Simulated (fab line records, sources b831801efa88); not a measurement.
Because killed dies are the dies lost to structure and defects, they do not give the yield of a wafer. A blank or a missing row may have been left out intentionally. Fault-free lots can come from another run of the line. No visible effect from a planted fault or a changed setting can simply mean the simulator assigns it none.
Which tool is to blame? / flow gf180mcu / Sampling: 24 lots, 72 wafers, 6 of 602 route steps

== WHAT THE GAUGES SHOWED, per wafer ==
GF_V4_CD_MEAS_14: the cd target is 260 nm. Usual: 260.3 nm for cd-nm, sd 0.99.
lot=L074; measured=day 24 10:04; on=cd-sem-02; cd-nm (nm)=261.7 259.7 259.7; flag=
lot=L075; measured=day 24 19:07; on=cd-sem-01; cd-nm (nm)=258.8 259.2 260.5; flag=
lot=L076; measured=day 24 22:32; on=cd-sem-01; cd-nm (nm)=258.7 259.7 259.9; flag=
lot=L077; measured=day 25 11:31; on=cd-sem-01; cd-nm (nm)=261.4 261.3 261.6; flag=
lot=L078; measured=day 25 17:49; on=cd-sem-02; cd-nm (nm)=261.8 260.4 261.7; flag=
lot=L079; measured=day 26 00:46; on=cd-sem-01; cd-nm (nm)=259.5 258.4 258.0; flag=
lot=L080; measured=day 26 09:56; on=cd-sem-02; cd-nm (nm)=261.5 261.7 261.0; flag=
lot=L081; measured=day 26 18:31; on=cd-sem-02; cd-nm (nm)=260.6 260.3 260.7; flag=
lot=L082; measured=day 27 05:18; on=cd-sem-01; cd-nm (nm)=258.8 260.7 260.1; flag=
lot=L083; measured=day 27 06:34; on=cd-sem-01; cd-nm (nm)=258.9 260.3 259.7; flag=
lot=L084; measured=day 27 19:04; on=cd-sem-01; cd-nm (nm)=258.9 258.6 259.5; flag=
lot=L085; measured=day 28 00:20; on=cd-sem-01; cd-nm (nm)=260.9 260.8 261.9; flag=
lot=L086; measured=day 28 08:44; on=cd-sem-01; cd-nm (nm)=260.4 259.3 260.3; flag=
lot=L087; measured=day 28 15:34; on=cd-sem-01; cd-nm (nm)=260.2 259.5 259.6; flag=
lot=L088; measured=day 28 23:22; on=cd-sem-01; cd-nm (nm)=260.1 261.2 260.9; flag=
lot=L089; measured=day 29 08:11; on=cd-sem-01; cd-nm (nm)=259.2 260.5 259.4; flag=
lot=L090; measured=day 29 09:04; on=cd-sem-01; cd-nm (nm)=259.0 260.2 260.0; flag=
lot=L091; measured=day 29 17:46; on=cd-sem-01; cd-nm (nm)=259.4 259.5 260.5; flag=
lot=L092; measured=day 30 01:47; on=cd-sem-02; cd-nm (nm)=261.9 260.1 261.2; flag=
lot=L093; measured=day 30 05:13; on=cd-sem-01; cd-nm (nm)=260.6 261.8 260.3; flag=
lot=L094; measured=day 30 10:08; on=cd-sem-02; cd-nm (nm)=260.4 262.0 259.8; flag=
lot=L095; measured=day 30 15:49; on=cd-sem-01; cd-nm (nm)=260.2 261.4 262.0; flag=
lot=L096; measured=day 31 02:24; on=cd-sem-02; cd-nm (nm)=261.1 260.4 261.0; flag=
lot=L097; measured=day 31 08:17; on=cd-sem-01; cd-nm (nm)=260.0 260.6 260.1; flag=

GF_V5_THK_MEAS_03. Usual: V5_CVD_02_THK 1458 nm, standard deviation 19.
lot=L074; measured=day 26 08:00; on=film-metro-02; V5_CVD_02_THK (nm)=1430 1442 1452; flag=
lot=L075; measured=day 26 16:28; on=film-metro-03; V5_CVD_02_THK (nm)=1439 1461 1472; flag=
lot=L076; measured=day 26 19:23; on=film-metro-02; V5_CVD_02_THK (nm)=1434 1459 1476; flag=
lot=L077; measured=day 27 09:43; on=film-metro-02; V5_CVD_02_THK (nm)=1452 1452 1458; flag=
lot=L078; measured=day 27 15:11; on=film-metro-02; V5_CVD_02_THK (nm)=1454 1498 1470; flag=
lot=L079; measured=day 27 21:10; on=film-metro-02; V5_CVD_02_THK (nm)=1434 1456 1485; flag=
lot=L080; measured=day 28 06:01; on=film-metro-02; V5_CVD_02_THK (nm)=1447 1470 1462; flag=
lot=L081; measured=day 28 14:55; on=film-metro-01; V5_CVD_02_THK (nm)=1467 1452 1491; flag=
lot=L082; measured=day 28 23:28; on=film-metro-01; V5_CVD_02_THK (nm)=1458 1469 1454; flag=
lot=L083; measured=day 29 00:08; on=film-metro-01; V5_CVD_02_THK (nm)=1436 1437 1467; flag=
lot=L084; measured=day 29 13:52; on=film-metro-02; V5_CVD_02_THK (nm)=1450 1471 1463; flag=
lot=L085; measured=day 29 17:52; on=film-metro-03; V5_CVD_02_THK (nm)=1441 1454 1432; flag=
lot=L086; measured=day 30 02:19; on=film-metro-01; V5_CVD_02_THK (nm)=1449 1469 1455; flag=
lot=L087; measured=day 30 09:04; on=film-metro-03; V5_CVD_02_THK (nm)=1437 1454 1464; flag=
lot=L088; measured=day 30 15:13; on=film-metro-02; V5_CVD_02_THK (nm)=1412 1419 1457; flag=
lot=L089; measured=day 30 23:51; on=film-metro-01; V5_CVD_02_THK (nm)=1460 1461 1453; flag=
lot=L090; measured=day 31 02:40; on=film-metro-01; V5_CVD_02_THK (nm)=1431 1446 1470; flag=
lot=L091; measured=day 31 09:01; on=film-metro-02; V5_CVD_02_THK (nm)=1449 1498 1489; flag=
lot=L092; measured=day 31 17:21; on=film-metro-03; V5_CVD_02_THK (nm)=1428 1461 1448; flag=
lot=L093; measured=day 31 19:55; on=film-metro-03; V5_CVD_02_THK (nm)=1437 1445 1457; flag=
lot=L094; measured=day 32 00:10; on=film-metro-02; V5_CVD_02_THK (nm)=1456 1460 1471; flag=
lot=L095; measured=day 32 05:52; on=film-metro-01; V5_CVD_02_THK (nm)=1475 1504 1494; flag=
lot=L096; measured=day 32 15:52; on=film-metro-03; V5_CVD_02_THK (nm)=1461 1484 1470; flag=
lot=L097; measured=day 32 20:46; on=film-metro-01; V5_CVD_02_THK (nm)=1449 1461 1476; flag=

== EACH LOT AND THE TOOL THAT RAN IT (in order: tool; ch and the chambers of the sampled wafers; start) ==
lot=L074; GF_V1_CVD_23=cvd-w-02 ch 0,1, day 18 02:00; GF_V2_ETCH_16=rie-diel-02 ch 1,2,3, day 20 05:53; GF_V4_CMP_04=cmp-01 ch 0,2, day 23 11:51; GF_V4_SPUTTER_21=pvd-sputter-04, day 24 10:51
lot=L075; GF_V1_CVD_23=cvd-w-02 ch 1, day 18 13:59; GF_V2_ETCH_16=rie-diel-04 ch 0,1,2, day 20 17:32; GF_V4_CMP_04=cmp-02 ch 0,1,3, day 23 21:59; GF_V4_SPUTTER_21=pvd-sputter-01, day 24 20:01
lot=L076; GF_V1_CVD_23=cvd-w-01 ch 0,1, day 18 20:41; GF_V2_ETCH_16=rie-diel-04 ch 0,3, day 21 00:01; GF_V4_CMP_04=cmp-01 ch 0,1, day 24 02:59; GF_V4_SPUTTER_21=pvd-sputter-04, day 24 23:20
lot=L077; GF_V1_CVD_23=cvd-w-01 ch 0,1, day 19 07:51; GF_V2_ETCH_16=rie-diel-01 ch 0,3, day 21 11:23; GF_V4_CMP_04=cmp-02 ch 0,1,2, day 24 14:13; GF_V4_SPUTTER_21=pvd-sputter-01, day 25 12:41
lot=L078; GF_V1_CVD_23=cvd-w-02 ch 0,1, day 19 15:40; GF_V2_ETCH_16=rie-diel-01 ch 0,1, day 21 18:40; GF_V4_CMP_04=cmp-01 ch 0,3, day 24 20:14; GF_V4_SPUTTER_21=pvd-sputter-01, day 25 19:01
lot=L079; GF_V1_CVD_23=cvd-w-01 ch 0,1, day 20 02:29; GF_V2_ETCH_16=rie-diel-02 ch 0,2, day 22 04:53; GF_V4_CMP_04=cmp-02 ch 0,1, day 25 02:55; GF_V4_SPUTTER_21=pvd-sputter-03, day 26 01:37
lot=L080; GF_V1_CVD_23=cvd-w-01 ch 0, day 20 12:23; GF_V2_ETCH_16=rie-diel-01 ch 0,1,3, day 22 14:08; GF_V4_CMP_04=cmp-02 ch 0,2,3, day 25 12:56; GF_V4_SPUTTER_21=pvd-sputter-01, day 26 10:44
lot=L081; GF_V1_CVD_23=cvd-w-02 ch 0,1, day 20 21:58; GF_V2_ETCH_16=rie-diel-02 ch 0,3, day 22 23:59; GF_V4_CMP_04=cmp-02 ch 1,2,3, day 25 21:38; GF_V4_SPUTTER_21=pvd-sputter-03, day 26 19:23
lot=L082; GF_V1_CVD_23=cvd-w-01 ch 0,1, day 21 09:31; GF_V2_ETCH_16=rie-diel-01 ch 0,2, day 23 10:01; GF_V4_CMP_04=cmp-01 ch 0,1,2, day 26 08:31; GF_V4_SPUTTER_21=pvd-sputter-04, day 27 06:07
lot=L083; GF_V1_CVD_23=cvd-w-01 ch 0,1, day 21 10:29; GF_V2_ETCH_16=rie-diel-02 ch 1,2, day 23 11:28; GF_V4_CMP_04=cmp-02 ch 0,3, day 26 10:02; GF_V4_SPUTTER_21=pvd-sputter-03, day 27 07:24
lot=L084; GF_V1_CVD_23=cvd-w-01 ch 0,1, day 22 02:00; GF_V2_ETCH_16=rie-diel-04 ch 0,1, day 24 02:22; GF_V4_CMP_04=cmp-01 ch 1,2,3, day 26 22:52; GF_V4_SPUTTER_21=pvd-sputter-01, day 27 19:50
lot=L085; GF_V1_CVD_23=cvd-w-01 ch 0,1, day 22 08:44; GF_V2_ETCH_16=rie-diel-04 ch 0,1,3, day 24 07:56; GF_V4_CMP_04=cmp-02 ch 0,1,2, day 27 04:01; GF_V4_SPUTTER_21=pvd-sputter-03, day 28 01:14
lot=L086; GF_V1_CVD_23=cvd-w-02 ch 0,1, day 22 17:20; GF_V2_ETCH_16=rie-diel-02 ch 0,1, day 24 14:59; GF_V4_CMP_04=cmp-02 ch 0,3, day 27 11:47; GF_V4_SPUTTER_21=pvd-sputter-01, day 28 09:34
lot=L087; GF_V1_CVD_23=cvd-w-02 ch 1, day 23 02:23; GF_V2_ETCH_16=rie-diel-01 ch 0,2,3, day 24 22:58; GF_V4_CMP_04=cmp-01 ch 0,1,2, day 27 19:05; GF_V4_SPUTTER_21=pvd-sputter-03, day 28 16:23
lot=L088; GF_V1_CVD_23=cvd-w-01 ch 0,1, day 23 10:24; GF_V2_ETCH_16=rie-diel-04 ch 1,3, day 25 08:35; GF_V4_CMP_04=cmp-01 ch 0,2,3, day 28 03:54; GF_V4_SPUTTER_21=pvd-sputter-01, day 29 00:11
lot=L089; GF_V1_CVD_23=cvd-w-01 ch 0,1, day 23 19:05; GF_V2_ETCH_16=rie-diel-01 ch 0,1, day 25 17:44; GF_V4_CMP_04=cmp-01 ch 0,2,3, day 28 13:20; GF_V4_SPUTTER_21=pvd-sputter-01, day 29 08:56
lot=L090; GF_V1_CVD_23=cvd-w-02 ch 0,1, day 24 00:23; GF_V2_ETCH_16=rie-diel-02 ch 1,2,3, day 25 18:41; GF_V4_CMP_04=cmp-01 ch 1,2,3, day 28 13:47; GF_V4_SPUTTER_21=pvd-sputter-01, day 29 09:53
lot=L091; GF_V1_CVD_23=cvd-w-01 ch 0,1, day 24 09:53; GF_V2_ETCH_16=rie-diel-02 ch 0,1, day 26 06:05; GF_V4_CMP_04=cmp-02 ch 0,2,3, day 28 23:30; GF_V4_SPUTTER_21=pvd-sputter-04, day 29 18:37
lot=L092; GF_V1_CVD_23=cvd-w-02 ch 0,1, day 24 15:22; GF_V2_ETCH_16=rie-diel-02 ch 0,1, day 26 11:59; GF_V4_CMP_04=cmp-01 ch 0,1,3, day 29 06:02; GF_V4_SPUTTER_21=pvd-sputter-03, day 30 02:35
lot=L093; GF_V1_CVD_23=cvd-w-01 ch 0,1, day 24 20:23; GF_V2_ETCH_16=rie-diel-01 ch 0,1,3, day 26 17:04; GF_V4_CMP_04=cmp-01 ch 0,1, day 29 10:02; GF_V4_SPUTTER_21=pvd-sputter-04, day 30 06:02
lot=L094; GF_V1_CVD_23=cvd-w-02 ch 0,1, day 25 02:20; GF_V2_ETCH_16=rie-diel-02 ch 0,1,2, day 26 22:52; GF_V4_CMP_04=cmp-02 ch 0,2,3, day 29 15:51; GF_V4_SPUTTER_21=pvd-sputter-01, day 30 10:56
lot=L095; GF_V1_CVD_23=cvd-w-02 ch 0,1, day 25 10:53; GF_V2_ETCH_16=rie-diel-04 ch 0,3, day 27 05:46; GF_V4_CMP_04=cmp-01 ch 0,1,3, day 29 21:11; GF_V4_SPUTTER_21=pvd-sputter-04, day 30 16:39
lot=L096; GF_V1_CVD_23=cvd-w-02 ch 0,1, day 25 21:11; GF_V2_ETCH_16=rie-diel-04 ch 0,2, day 27 16:29; GF_V4_CMP_04=cmp-02 ch 1,2, day 30 07:53; GF_V4_SPUTTER_21=pvd-sputter-01, day 31 03:17
lot=L097; GF_V1_CVD_23=cvd-w-01 ch 1, day 26 07:31; GF_V2_ETCH_16=rie-diel-04 ch 2,3, day 28 01:02; GF_V4_CMP_04=cmp-01 ch 0,2,3, day 30 14:41; GF_V4_SPUTTER_21=pvd-sputter-04, day 31 09:26
- GF_V1_CVD_23: deposits W, target thk 350 nm, time 105.05 s.
- GF_V2_ETCH_16: etches BARC in N2/H2.
- GF_V4_CMP_04: polishes SiO2.
- GF_V4_SPUTTER_21: material Ti, target thk 15 nm, time 80.02 s.

== AS READ BY THE TOOLS THEMSELVES (means over the sampled wafers that have a number; for cases with no such wafer, the mark the record gives instead) ==
GF_V1_CVD_23. Usual: 886 W for heater-power-w, sd 71.
lot=L074; tool=cvd-w-02; heater-power-w (W)=877; flag=
lot=L075; tool=cvd-w-02; heater-power-w (W)=852; flag=
lot=L076; tool=cvd-w-01; heater-power-w (W)=847; flag=
lot=L077; tool=cvd-w-01; heater-power-w (W)=926; flag=
lot=L078; tool=cvd-w-02; heater-power-w (W)=869; flag=
lot=L079; tool=cvd-w-01; heater-power-w (W)=865; flag=
lot=L080; tool=cvd-w-01; heater-power-w (W)=985; flag=
lot=L081; tool=cvd-w-02; heater-power-w (W)=867; flag=
lot=L082; tool=cvd-w-01; heater-power-w (W)=927; flag=
lot=L083; tool=cvd-w-01; heater-power-w (W)=862; flag=
lot=L084; tool=cvd-w-01; heater-power-w (W)=873; flag=
lot=L085; tool=cvd-w-01; heater-power-w (W)=862; flag=
lot=L086; tool=cvd-w-02; heater-power-w (W)=858; flag=
lot=L087; tool=cvd-w-02; heater-power-w (W)=849; flag=
lot=L088; tool=cvd-w-01; heater-power-w (W)=866; flag=
lot=L089; tool=cvd-w-01; heater-power-w (W)=928; flag=
lot=L090; tool=cvd-w-02; heater-power-w (W)=873; flag=
lot=L091; tool=cvd-w-01; heater-power-w (W)=868; flag=
lot=L092; tool=cvd-w-02; heater-power-w (W)=879; flag=
lot=L093; tool=cvd-w-01; heater-power-w (W)=943; flag=
lot=L094; tool=cvd-w-02; heater-power-w (W)=878; flag=
lot=L095; tool=cvd-w-02; heater-power-w (W)=876; flag=
lot=L096; tool=cvd-w-02; heater-power-w (W)=875; flag=
lot=L097; tool=cvd-w-01; heater-power-w (W)=823; flag=

GF_V2_ETCH_16. Usual: bias-w 100.01 W, standard deviation 0.3; drypump-motor-current-A 5.7 A, standard deviation 0.44; h2-flow-sccm 200.0 sccm, standard deviation 0.62; oes-product-au 0.856 a.u., standard deviation 0.0048; rf-fwd-power-W 494.5 W, standard deviation 2; throttle-valve-pct 13.224 %, standard deviation 0.0092.
lot=L074; tool=rie-diel-02; bias-w (W)=99.87; drypump-motor-current-A (A)=6.2; h2-flow-sccm (sccm)=200.3; oes-product-au (a.u.)=0.854; rf-fwd-power-W (W)=494.4; throttle-valve-pct (%)=13.226; flag=
lot=L075; tool=rie-diel-04; bias-w (W)=99.87; drypump-motor-current-A (A)=5.4; h2-flow-sccm (sccm)=199.9; oes-product-au (a.u.)=0.857; rf-fwd-power-W (W)=494.3; throttle-valve-pct (%)=13.219; flag=
lot=L076; tool=rie-diel-04; bias-w (W)=99.82; drypump-motor-current-A (A)=5.3; h2-flow-sccm (sccm)=199.0; oes-product-au (a.u.)=0.855; rf-fwd-power-W (W)=492.9; throttle-valve-pct (%)=13.221; flag=
lot=L077; tool=rie-diel-01; bias-w (W)=99.91; drypump-motor-current-A (A)=5.7; h2-flow-sccm (sccm)=199.9; oes-product-au (a.u.)=0.859; rf-fwd-power-W (W)=491.5; throttle-valve-pct (%)=13.225; flag=
lot=L078; tool=rie-diel-01; bias-w (W)=100.22; drypump-motor-current-A (A)=5.6; h2-flow-sccm (sccm)=199.8; oes-product-au (a.u.)=0.858; rf-fwd-power-W (W)=493.7; throttle-valve-pct (%)=13.225; flag=
lot=L079; tool=rie-diel-02; bias-w (W)=99.95; drypump-motor-current-A (A)=5.7; h2-flow-sccm (sccm)=200.3; oes-product-au (a.u.)=0.857; rf-fwd-power-W (W)=495.4; throttle-valve-pct (%)=13.232; flag=
lot=L080; tool=rie-diel-01; bias-w (W)=99.67; drypump-motor-current-A (A)=5.7; h2-flow-sccm (sccm)=200.0; oes-product-au (a.u.)=0.851; rf-fwd-power-W (W)=492.8; throttle-valve-pct (%)=13.227; flag=
lot=L081; tool=rie-diel-02; bias-w (W)=100.13; drypump-motor-current-A (A)=5.8; h2-flow-sccm (sccm)=200.4; oes-product-au (a.u.)=0.853; rf-fwd-power-W (W)=495.9; throttle-valve-pct (%)=13.228; flag=
lot=L082; tool=rie-diel-01; bias-w (W)=100.35; drypump-motor-current-A (A)=5.9; h2-flow-sccm (sccm)=199.6; oes-product-au (a.u.)=0.853; rf-fwd-power-W (W)=494.6; throttle-valve-pct (%)=13.228; flag=
lot=L083; tool=rie-diel-02; bias-w (W)=100.12; drypump-motor-current-A (A)=6.1; h2-flow-sccm (sccm)=200.2; oes-product-au (a.u.)=0.852; rf-fwd-power-W (W)=496.3; throttle-valve-pct (%)=13.234; flag=
lot=L084; tool=rie-diel-04; bias-w (W)=99.95; drypump-motor-current-A (A)=5.6; h2-flow-sccm (sccm)=200.1; oes-product-au (a.u.)=0.854; rf-fwd-power-W (W)=494.9; throttle-valve-pct (%)=13.216; flag=
lot=L085; tool=rie-diel-04; bias-w (W)=99.94; drypump-motor-current-A (A)=5.4; h2-flow-sccm (sccm)=200.2; oes-product-au (a.u.)=0.857; rf-fwd-power-W (W)=495.3; throttle-valve-pct (%)=13.219; flag=
lot=L086; tool=rie-diel-02; bias-w (W)=100.06; drypump-motor-current-A (A)=6.1; h2-flow-sccm (sccm)=199.9; oes-product-au (a.u.)=0.861; rf-fwd-power-W (W)=495.0; throttle-valve-pct (%)=13.227; flag=
lot=L087; tool=rie-diel-01; bias-w (W)=100.16; drypump-motor-current-A (A)=5.8; h2-flow-sccm (sccm)=199.8; oes-product-au (a.u.)=0.852; rf-fwd-power-W (W)=492.8; throttle-valve-pct (%)=13.218; flag=
lot=L088; tool=rie-diel-04; bias-w (W)=100.22; drypump-motor-current-A (A)=5.6; h2-flow-sccm (sccm)=200.0; oes-product-au (a.u.)=0.851; rf-fwd-power-W (W)=494.6; throttle-valve-pct (%)=13.223; flag=
lot=L089; tool=rie-diel-01; bias-w (W)=100.09; drypump-motor-current-A (A)=5.6; h2-flow-sccm (sccm)=200.6; oes-product-au (a.u.)=0.858; rf-fwd-power-W (W)=493.8; throttle-valve-pct (%)=13.218; flag=
lot=L090; tool=rie-diel-02; bias-w (W)=100.05; drypump-motor-current-A (A)=6.2; h2-flow-sccm (sccm)=199.7; oes-product-au (a.u.)=0.855; rf-fwd-power-W (W)=494.7; throttle-valve-pct (%)=13.219; flag=
lot=L091; tool=rie-diel-02; bias-w (W)=100.21; drypump-motor-current-A (A)=6.1; h2-flow-sccm (sccm)=200.6; oes-product-au (a.u.)=0.852; rf-fwd-power-W (W)=495.1; throttle-valve-pct (%)=13.224; flag=
lot=L092; tool=rie-diel-02; bias-w (W)=99.75; drypump-motor-current-A (A)=6.0; h2-flow-sccm (sccm)=200.5; oes-product-au (a.u.)=0.861; rf-fwd-power-W (W)=496.0; throttle-valve-pct (%)=13.222; flag=
lot=L093; tool=rie-diel-01; bias-w (W)=100.10; drypump-motor-current-A (A)=5.7; h2-flow-sccm (sccm)=199.0; oes-product-au (a.u.)=0.853; rf-fwd-power-W (W)=492.4; throttle-valve-pct (%)=13.223; flag=
lot=L094; tool=rie-diel-02; bias-w (W)=100.04; drypump-motor-current-A (A)=6.1; h2-flow-sccm (sccm)=200.1; oes-product-au (a.u.)=0.855; rf-fwd-power-W (W)=495.1; throttle-valve-pct (%)=13.229; flag=
lot=L095; tool=rie-diel-04; bias-w (W)=100.02; drypump-motor-current-A (A)=5.2; h2-flow-sccm (sccm)=199.9; oes-product-au (a.u.)=0.857; rf-fwd-power-W (W)=496.4; throttle-valve-pct (%)=13.226; flag=
lot=L096; tool=rie-diel-04; bias-w (W)=100.26; drypump-motor-current-A (A)=5.2; h2-flow-sccm (sccm)=199.5; oes-product-au (a.u.)=0.856; rf-fwd-power-W (W)=495.0; throttle-valve-pct (%)=13.223; flag=
lot=L097; tool=rie-diel-04; bias-w (W)=100.11; drypump-motor-current-A (A)=5.1; h2-flow-sccm (sccm)=199.8; oes-product-au (a.u.)=0.850; rf-fwd-power-W (W)=496.4; throttle-valve-pct (%)=13.232; flag=

GF_V4_CMP_04. Usual: motor-current-A 12.7 A, standard deviation 1.2; time-to-endpoint-s 81 s, standard deviation 5.9.
lot=L074; tool=cmp-01; motor-current-A (A)=12.6; time-to-endpoint-s (s)=77; flag=
lot=L075; tool=cmp-02; motor-current-A (A)=13.1; time-to-endpoint-s (s)=82; flag=
lot=L076; tool=cmp-01; motor-current-A (A)=11.2; time-to-endpoint-s (s)=77; flag=
lot=L077; tool=cmp-02; motor-current-A (A)=13.2; time-to-endpoint-s (s)=86; flag=
lot=L078; tool=cmp-01; motor-current-A (A)=12.5; time-to-endpoint-s (s)=79; flag=
lot=L079; tool=cmp-02; motor-current-A (A)=13.3; time-to-endpoint-s (s)=74; flag=
lot=L080; tool=cmp-02; motor-current-A (A)=12.7; time-to-endpoint-s (s)=75; flag=
lot=L081; tool=cmp-02; motor-current-A (A)=13.0; time-to-endpoint-s (s)=77; flag=
lot=L082; tool=cmp-01; motor-current-A (A)=11.7; time-to-endpoint-s (s)=80; flag=
lot=L083; tool=cmp-02; motor-current-A (A)=12.8; time-to-endpoint-s (s)=78; flag=
lot=L084; tool=cmp-01; motor-current-A (A)=12.7; time-to-endpoint-s (s)=77; flag=
lot=L085; tool=cmp-02; motor-current-A (A)=13.2; time-to-endpoint-s (s)=73; flag=
lot=L086; tool=cmp-02; motor-current-A (A)=12.8; time-to-endpoint-s (s)=82; flag=
lot=L087; tool=cmp-01; motor-current-A (A)=12.2; time-to-endpoint-s (s)=81; flag=
lot=L088; tool=cmp-01; motor-current-A (A)=12.7; time-to-endpoint-s (s)=86; flag=
lot=L089; tool=cmp-01; motor-current-A (A)=12.6; time-to-endpoint-s (s)=88; flag=
lot=L090; tool=cmp-01; motor-current-A (A)=13.1; time-to-endpoint-s (s)=84; flag=
lot=L091; tool=cmp-02; motor-current-A (A)=13.1; time-to-endpoint-s (s)=84; flag=
lot=L092; tool=cmp-01; motor-current-A (A)=11.9; time-to-endpoint-s (s)=83; flag=
lot=L093; tool=cmp-01; motor-current-A (A)=11.0; time-to-endpoint-s (s)=87; flag=
lot=L094; tool=cmp-02; motor-current-A (A)=12.9; time-to-endpoint-s (s)=79; flag=
lot=L095; tool=cmp-01; motor-current-A (A)=12.1; time-to-endpoint-s (s)=88; flag=
lot=L096; tool=cmp-02; motor-current-A (A)=14.1; time-to-endpoint-s (s)=82; flag=
lot=L097; tool=cmp-01; motor-current-A (A)=12.3; time-to-endpoint-s (s)=90; flag=

GF_V4_SPUTTER_21. Usual: 29.9 % for throttle-valve-pct, sd 1.2.
lot=L074; tool=pvd-sputter-04; throttle-valve-pct (%)=30.9; flag=
lot=L075; tool=pvd-sputter-01; throttle-valve-pct (%)=28.0; flag=
lot=L076; tool=pvd-sputter-04; throttle-valve-pct (%)=30.7; flag=
lot=L077; tool=pvd-sputter-01; throttle-valve-pct (%)=29.0; flag=
lot=L078; tool=pvd-sputter-01; throttle-valve-pct (%)=28.6; flag=
lot=L079; tool=pvd-sputter-03; throttle-valve-pct (%)=29.8; flag=
lot=L080; tool=pvd-sputter-01; throttle-valve-pct (%)=28.3; flag=
lot=L081; tool=pvd-sputter-03; throttle-valve-pct (%)=30.4; flag=
lot=L082; tool=pvd-sputter-04; throttle-valve-pct (%)=30.0; flag=
lot=L083; tool=pvd-sputter-03; throttle-valve-pct (%)=30.4; flag=
lot=L084; tool=pvd-sputter-01; throttle-valve-pct (%)=28.1; flag=
lot=L085; tool=pvd-sputter-03; throttle-valve-pct (%)=30.1; flag=
lot=L086; tool=pvd-sputter-01; throttle-valve-pct (%)=29.5; flag=
lot=L087; tool=pvd-sputter-03; throttle-valve-pct (%)=30.0; flag=
lot=L088; tool=pvd-sputter-01; throttle-valve-pct (%)=29.1; flag=
lot=L089; tool=pvd-sputter-01; throttle-valve-pct (%)=29.4; flag=
lot=L090; tool=pvd-sputter-01; throttle-valve-pct (%)=28.9; flag=
lot=L091; tool=pvd-sputter-04; throttle-valve-pct (%)=30.6; flag=
lot=L092; tool=pvd-sputter-03; throttle-valve-pct (%)=30.2; flag=
lot=L093; tool=pvd-sputter-04; throttle-valve-pct (%)=31.2; flag=
lot=L094; tool=pvd-sputter-01; throttle-valve-pct (%)=29.3; flag=
lot=L095; tool=pvd-sputter-04; throttle-valve-pct (%)=30.6; flag=
lot=L096; tool=pvd-sputter-01; throttle-valve-pct (%)=29.0; flag=
lot=L097; tool=pvd-sputter-04; throttle-valve-pct (%)=30.3; flag=

== THE ANSWER, worked out from the rows above alone ==
Rule: take the mean of a lot's wafers that have a number; if it is more than 3 standard deviations from the usual mean, the lot is off. A lot without any number at a reading at which 4 lots or more have one is off too. All remaining lots with rows at the step are treated as sound. First the gauges in route order, then the tools' own readings, where a lot's mean is used as printed above. The first step at which some lot is off is used, and at that step the reading that is off furthest; a lot without a number counts as furthest.
Across all readings shown, no lot is off: no conclusion can be drawn from this.

== WHAT HAD BEEN PUT IN BY THE SIMULATOR ==
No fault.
